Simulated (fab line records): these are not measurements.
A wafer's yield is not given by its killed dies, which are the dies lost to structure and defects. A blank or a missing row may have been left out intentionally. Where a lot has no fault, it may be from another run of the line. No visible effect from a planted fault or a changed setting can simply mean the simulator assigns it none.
Matching of chambers -- flow gf180mcu -- cmp-02 running GF_STI_CMP_25: 4 sister chambers
The step polishes, stops on Si3N4, t overpolish 33 s, target thk 524.6 nm. 8 wafers are shown with their chamber, then 8 later ones without.

== EACH WAFER AND ITS CHAMBER ==
wafer,chamber,motorCurrentA (A),headPressurePsi (psi)
L793.1,0,14.1,4.001
L796.1,1,12.1,3.992
L796.3,2,11.6,4.004
L796.4,3,11.4,3.970
L804.2,2,12.2,3.984
L804.4,3,12.0,3.994
L804.6,1,12.8,3.992
L805.1,0,13.6,4.008

== WAFERS WITH NO CHAMBER GIVEN ==
wafer,motorCurrentA (A),headPressurePsi (psi)
L805.5,11.2,3.995
L805.6,11.9,4.005
L807.2,13.9,3.983
L807.4,11.6,4.000
L807.5,13.5,4.004
L808.2,11.6,4.005
L808.4,11.8,3.991
L808.5,14.1,3.999

== WHICH CHAMBER EACH ONE RAN IN ==
wafer,from the rows above,in truth
L805.5,can't be placed: 3 or 2 or 1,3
L805.6,can't be placed: 2 or 1 or 3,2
L807.2,can't be placed: 0 or 1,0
L807.4,can't be placed: 2 or 3 or 1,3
L807.5,can't be placed: 0 or 1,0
L808.2,can't be placed: 2 or 3 or 1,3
L808.4,can't be placed: 2 or 3 or 1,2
L808.5,0,0
Correct placement for 1 of the 8. Can't be placed from these rows: 7 (the true chamber is among the candidates in 7). 0 placed wrongly.
How it was worked out, from the rows above alone: a wafer's distance from a chamber is the root of the sum, over the readings, of the square of ((its reading less the chamber's mean) divided by the reading's scatter). The wafer belongs to the nearest chamber; if the next one is less than 2 further off, it can't be placed. The mean given for a chamber averages the wafers shown for that chamber. The scatter: take each reading less its chamber's mean, square it, sum over the shown wafers, divide by the number of wafers less the number of chambers, and take the root.
